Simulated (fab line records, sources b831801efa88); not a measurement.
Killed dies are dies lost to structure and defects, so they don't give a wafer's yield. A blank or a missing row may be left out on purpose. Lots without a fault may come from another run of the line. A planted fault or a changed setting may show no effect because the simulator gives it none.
A struck lot beside a sound one | flow gf180mcu | 15 steps out of a route of 602
Sound: wafers L213.3, L213.5, L213.6. Struck: wafer L216.3. (L216.6 of the same lot was not struck and is left out.) The cause comes at the end.
At each step with rows: each side's tool, then ch and its chambers, then its first start. Under that, the readings that differ: sound wafers | struck wafers | difference of the means | sigmas: that difference in standard deviations of wafers without a fault.
alike: readings whose means differ by less than 2 such deviations, and words and numbers that are the same on both sides. not compared: withheld readings, readings that some wafer has no value for, bounds like >300 that may hide the same value, and numbers for which the record gives no deviation and whose values overlap.
The two part at a step that has a row with sigmas, a row that says differs or no value, or rows on one side only. Numbers that don't overlap but have no deviation are shown without sigmas and don't part them. A reading that every wafer of one side lacks parts them only if that side has two wafers or more.

first, 4 steps without rows for these wafers: GF_MVPSD_SOFTBAKE_03; GF_MVPSD_EXPOSE_04 (exposes mask MVPSD, target cd 1000 nm); GF_MVPSD_PEB_05; GF_MVPSD_DEVELOP_06 (develop time 60 s).
GF_MVPSD_OVL_MEAS_07:
  sound on overlay-02, day 6 16:29; struck on overlay-01, day 7 08:44
  alike: MVPSD_OVL
then, 2 steps without rows for these wafers: GF_MVPSD_IMPLANT_08; GF_MVPSD_IMPLANT_09.
GF_MVPSD_STRIP_10: strips in O2/N2.
  sound on plasma_asher-02 ch 0,1, day 6 16:51; struck on plasma_asher-04 ch 1, day 7 09:06
  reading            | sound       | struck | difference | sigmas
  heater_power_w (W) | 320 312 339 | 402    | +78        | +2
  alike: drypump_motor_current_A, o2_flow_sccm, oes_product_au, strip_time_to_endpoint_s
  not compared: rf_hours_counter_h
GF_MVPSD_TW_MEAS_11:
  sound on film_metro-03, day 6 16:56; struck on film_metro-03, day 7 09:11
  alike: MVPSD_TW
then, 3 steps without rows for these wafers: GF_VT_IMPLANT_DEHYDRATE_00 (time 60 s); GF_VT_IMPLANT_HMDS_01 (prime time 60 s); GF_VT_IMPLANT_COAT_02 (resist thk 1000 nm).
GF_VT_IMPLANT_SOFTBAKE_03: time 60 s.
  sound on litho_track-01 ch 0, day 6 23:14; struck on litho_track-02 ch 0, day 7 16:23
  reading                  | sound             | struck | difference | sigmas
  heater_power_total_W (W) | 56.59 56.53 56.62 | 60.99  | +4.41      | +94
  run_length_s (s)         | 89.02 88.76 89.06 | 76.54  | -12.41     | -89
then, 1 step without rows for these wafers: GF_VT_IMPLANT_EXPOSE_04 (exposes mask LVPWELL LV AREA, target cd 600 nm).
-- the record jumps here: 24 days lie between the struck wafers' starts before and after (it left off in module VT_IMPLANT and takes up again in module PASSIVATION, whose first step shown is number 602 of the route) --
GF_PASSIVATION_PROBE_99:
  the record has rows for the struck wafers here (prober-01, day 31 13:34) and none for the sound ones

WHERE THEY PART
First at GF_MVPSD_STRIP_10; last, within this record, at GF_PASSIVATION_PROBE_99.

WHY: what the simulator had put in
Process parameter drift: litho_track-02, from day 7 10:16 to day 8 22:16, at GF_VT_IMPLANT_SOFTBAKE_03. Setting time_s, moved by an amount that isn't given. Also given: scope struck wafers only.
